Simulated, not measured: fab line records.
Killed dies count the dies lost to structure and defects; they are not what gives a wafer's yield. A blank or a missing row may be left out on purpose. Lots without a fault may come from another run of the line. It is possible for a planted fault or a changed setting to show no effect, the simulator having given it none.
Which tool was responsible? ; flow gf180mcu ; 21 wafers sampled from 7 lots at 1 step of a route of 602

WHAT EACH GAUGE READ, for each wafer
GF_VT_IMPLANT_RS_MEAS_46: measures by four-point-probe.
lot;measured;on;MVSD_RS (ohm/sq)
L586;day 8 06:58;filmMetro-02;457.4 455.9 457.0
L588;day 8 20:49;filmMetro-02;455.8 457.1 456.0
L591;day 9 20:28;filmMetro-01;454.0 455.0 453.5
L593;day 10 14:16;filmMetro-02;455.2 453.5 456.1
L598;day 11 14:58;filmMetro-01;455.4 456.0 457.1
L600;day 12 06:44;filmMetro-01;455.5 455.7 454.7
L605;day 13 14:22;filmMetro-03;455.3 455.5 455.6

WHICH TOOL RAN EACH LOT (tool, then ch and the chambers of the sampled wafers, then the start)
Before these readings, the record contains no process step.

THE ANSWER, worked out from the rows above alone
Rule: the usual values come from the lots themselves. Put in order of their means at a reading, lots are off if they are a third of the lots or fewer, leave a main group of 4 or more, and stand apart from it by a gap of 3 or more times the standard deviation of the main group's means; of several such gaps the widest counts. A main group is skipped when, at the precision printed for the reading in the tables above, its means are all equal. Also off: a lot with no number at a reading for which 4 or more lots have one. The other lots that the step has rows for count as sound.
No lot is off on any of the readings shown, so nothing can be concluded from this.

WHAT THE SIMULATOR PUT IN
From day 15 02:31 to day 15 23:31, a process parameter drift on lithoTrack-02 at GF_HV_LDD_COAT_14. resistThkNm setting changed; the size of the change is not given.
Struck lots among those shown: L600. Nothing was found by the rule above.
